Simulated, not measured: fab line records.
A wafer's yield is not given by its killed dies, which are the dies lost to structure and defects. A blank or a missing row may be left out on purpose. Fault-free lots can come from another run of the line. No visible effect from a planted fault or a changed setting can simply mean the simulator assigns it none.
The tool behind it: which one? | flow gf180mcu | 13 lots with 39 wafers sampled at 5 steps, on a route of 602 steps

== WHAT THE GAUGES SHOWED, per wafer ==
GF_STI_THK_MEAS_22.
lot  | measured    | on            | STI_OXIDATION_01_THK (nm)
L437 | day 2 13:38 | film metro-01 | 14.62 14.81 15.00
L442 | day 3 15:04 | film metro-04 | 14.71 14.83 15.03
L443 | day 3 21:14 | film metro-04 | 14.81 14.78 14.75
L445 | day 4 07:03 | film metro-01 | 15.03 15.00 14.96
L446 | day 4 12:08 | film metro-01 | 14.78 15.13 14.84
L447 | day 4 17:10 | film metro-04 | 14.77 14.83 14.90
L448 | day 5 00:43 | film metro-01 | 15.03 15.02 15.19
L451 | day 5 13:41 | film metro-02 | 14.90 14.64 15.04
L452 | day 5 19:19 | film metro-04 | 14.70 14.72 14.74
L455 | day 6 10:50 | film metro-02 | 15.28 15.30 15.32
L456 | day 6 15:22 | film metro-02 | 15.44 15.40 15.22
L457 | day 6 20:40 | film metro-02 | 15.07 14.99 15.06
L458 | day 7 01:15 | film metro-01 | 15.24 15.42 15.27

GF_DUAL_GATE_THK_MEAS_03.
lot  | measured     | on            | DUAL_GATE_OXIDATION_00_THK (nm)
L437 | day 8 03:24  | film metro-02 | 11.05 11.01 10.73
L442 | day 9 12:26  | film metro-01 | 11.10 11.01 10.86
L443 | day 9 21:56  | film metro-02 | 11.23 11.00 11.13
L445 | day 10 11:07 | film metro-04 | 10.63 10.75 10.71
L446 | day 10 17:31 | film metro-01 | 11.19 11.17 11.02
L447 | day 10 23:49 | film metro-01 | 10.83 10.86 10.94
L448 | day 11 09:05 | film metro-04 | 11.10 11.11 10.96
L451 | day 12 04:07 | film metro-01 | 11.07 11.05 10.86
L452 | day 12 11:17 | film metro-02 | 11.08 11.00 11.18
L455 | day 13 06:40 | film metro-04 | 11.15 11.43 11.35
L456 | day 13 12:28 | film metro-02 | 10.79 10.85 10.84
L457 | day 13 18:08 | film metro-01 | 11.40 11.43 11.31
L458 | day 14 02:31 | film metro-02 | 10.90 10.58 10.72

GF_HV_LDD_CD_MEAS_31: target cd 400 nm.
lot  | measured     | on        | cd nm (nm)
L437 | day 11 22:50 | cd sem-02 | 399.3 400.0 400.6
L442 | day 13 16:35 | cd sem-01 | 399.2 398.7 398.6
L443 | day 14 03:47 | cd sem-01 | 399.0 398.9 401.0
L445 | day 14 19:49 | cd sem-02 | 397.8 393.6 395.5
L446 | day 15 02:17 | cd sem-02 | 399.5 399.6 398.8
L447 | day 15 10:28 | cd sem-01 | 401.0 401.8 398.6
L448 | day 15 20:14 | cd sem-02 | 398.5 399.9 400.9
L451 | day 16 18:37 | cd sem-02 | 397.5 397.0 399.8
L452 | day 17 00:00 | cd sem-02 | 401.6 401.3 402.9
L455 | day 17 22:19 | cd sem-01 | 401.4 400.6 401.0
L456 | day 18 08:40 | cd sem-01 | 399.9 401.3 400.3
L457 | day 18 15:08 | cd sem-02 | 398.9 400.9 400.9
L458 | day 19 01:02 | cd sem-02 | 400.1 399.4 398.1

== EACH LOT AND THE TOOL THAT RAN IT (in order: tool; ch and the chambers of the sampled wafers; start) ==
lot  | GF_VT_IMPLANT_COAT_13             | GF_VT_IMPLANT_STRIP_20
L437 | litho track-02 ch 0, day 6 08:50  | plasma asher-01 ch 0,1, day 6 16:45
L442 | litho track-02 ch 0, day 7 15:44  | plasma asher-01 ch 0,1, day 7 23:42
L443 | litho track-01 ch 0, day 7 23:49  | plasma asher-02 ch 0,1, day 8 09:04
L445 | litho track-01 ch 0, day 8 11:56  | plasma asher-02 ch 0,1, day 8 20:35
L446 | litho track-04 ch 0, day 8 18:56  | plasma asher-02 ch 0,1, day 9 03:56
L447 | litho track-04 ch 0, day 9 00:37  | plasma asher-02 ch 0,1, day 9 09:25
L448 | litho track-04 ch 0, day 9 09:50  | plasma asher-03 ch 0,1, day 9 18:26
L451 | litho track-02 ch 0, day 10 02:19 | plasma asher-02 ch 1, day 10 11:16
L452 | litho track-02 ch 0, day 10 08:58 | plasma asher-02 ch 0,1, day 10 18:13
L455 | litho track-02 ch 0, day 11 04:02 | plasma asher-01 ch 0,1, day 11 13:37
L456 | litho track-02 ch 0, day 11 08:13 | plasma asher-01 ch 0,1, day 11 18:15
L457 | litho track-04 ch 0, day 11 14:53 | plasma asher-02 ch 0,1, day 12 00:16
L458 | litho track-02 ch 0, day 11 20:46 | plasma asher-01 ch 0,1, day 12 06:34
- GF_VT_IMPLANT_COAT_13: resist thk 1000 nm.
- GF_VT_IMPLANT_STRIP_20: strips in O2/N2.

== WHAT THE TOOLS THEMSELVES READ (means of the sampled wafers that have a number; where no wafer has one, the mark that the record gives instead) ==
GF_VT_IMPLANT_COAT_13.
lot  | tool           | spin speed rpm (rpm)
L437 | litho track-02 | 3003.4
L442 | litho track-02 | 3000.3
L443 | litho track-01 | 3186.8
L445 | litho track-01 | 3189.5
L446 | litho track-04 | 2997.5
L447 | litho track-04 | 2999.3
L448 | litho track-04 | 2999.9
L451 | litho track-02 | 2999.0
L452 | litho track-02 | 3002.0
L455 | litho track-02 | 3002.7
L456 | litho track-02 | 2998.5
L457 | litho track-04 | 2999.2
L458 | litho track-02 | 3002.1

GF_VT_IMPLANT_STRIP_20.
lot  | tool            | drypump motor current A (A) | heater power w (W) | oes product au (a.u.) | strip time to endpoint s (s)
L437 | plasma asher-01 | 5.9                         | 352                | 0.717                 | 12.70
L442 | plasma asher-01 | 5.8                         | 326                | 0.715                 | 12.61
L443 | plasma asher-02 | 5.7                         | 330                | 0.712                 | 12.24
L445 | plasma asher-02 | 5.9                         | 317                | 0.715                 | 12.28
L446 | plasma asher-02 | 5.7                         | 330                | 0.711                 | 12.57
L447 | plasma asher-02 | 5.9                         | 321                | 0.715                 | 12.58
L448 | plasma asher-03 | 5.3                         | 324                | 0.718                 | 12.66
L451 | plasma asher-02 | 5.5                         | 340                | 0.716                 | 12.70
L452 | plasma asher-02 | 5.9                         | 313                | 0.714                 | 12.66
L455 | plasma asher-01 | 5.9                         | 343                | 0.714                 | 12.69
L456 | plasma asher-01 | 5.8                         | 328                | 0.712                 | 12.64
L457 | plasma asher-02 | 5.9                         | 321                | 0.715                 | 12.58
L458 | plasma asher-01 | 5.9                         | 349                | 0.712                 | 12.66

== THE ANSWER, worked out from the rows above alone ==
Rule: the usual values come from the lots themselves. The widest of any qualifying gaps counts: lots, ordered by their means at a reading, are off when they make up no more than a third of the lots, leave a main group of 4 or more, and stand apart from it by 3 or more times the standard deviation of that group's means. A main group is skipped when, at the precision printed for the reading in the tables above, its means are all equal. Also off: a lot with no number at a reading for which 4 or more lots have one. All remaining lots with rows at the step are treated as sound. Order of review: gauges by route order, followed by the tools' own readings, for which a lot's mean as printed above is used. The first step at which some lot is off is used, and at that step the reading that is off furthest; a lot without a number counts as furthest.
Off, at GF_VT_IMPLANT_COAT_13 on spin speed rpm: L443, L445. Mean 3000.4 rpm and standard deviation 1.8 in the main group.
A tool fits if, at that step or a process step before it, it ran every lot that is off, and no sound lot after the first of them. One fits: litho track-01 at GF_VT_IMPLANT_COAT_13. It ran no sound lot before its first lot that is off in this sample, so the start can't be narrowed down.
On the lots that are off, the tool's own readings at GF_VT_IMPLANT_COAT_13 differ by more than 5 times the standard deviation of the sound lots' means, which bears it out; spin speed rpm reads 3188.2 rpm there versus 3000.4 rpm on the sound lots.

== WHAT WAS PUT IN BY THE SIMULATOR ==
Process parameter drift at GF_VT_IMPLANT_COAT_13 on litho track-01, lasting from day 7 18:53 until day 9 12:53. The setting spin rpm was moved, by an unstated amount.
Struck lots among those shown: L443, L445. The rule above reached the same finding.
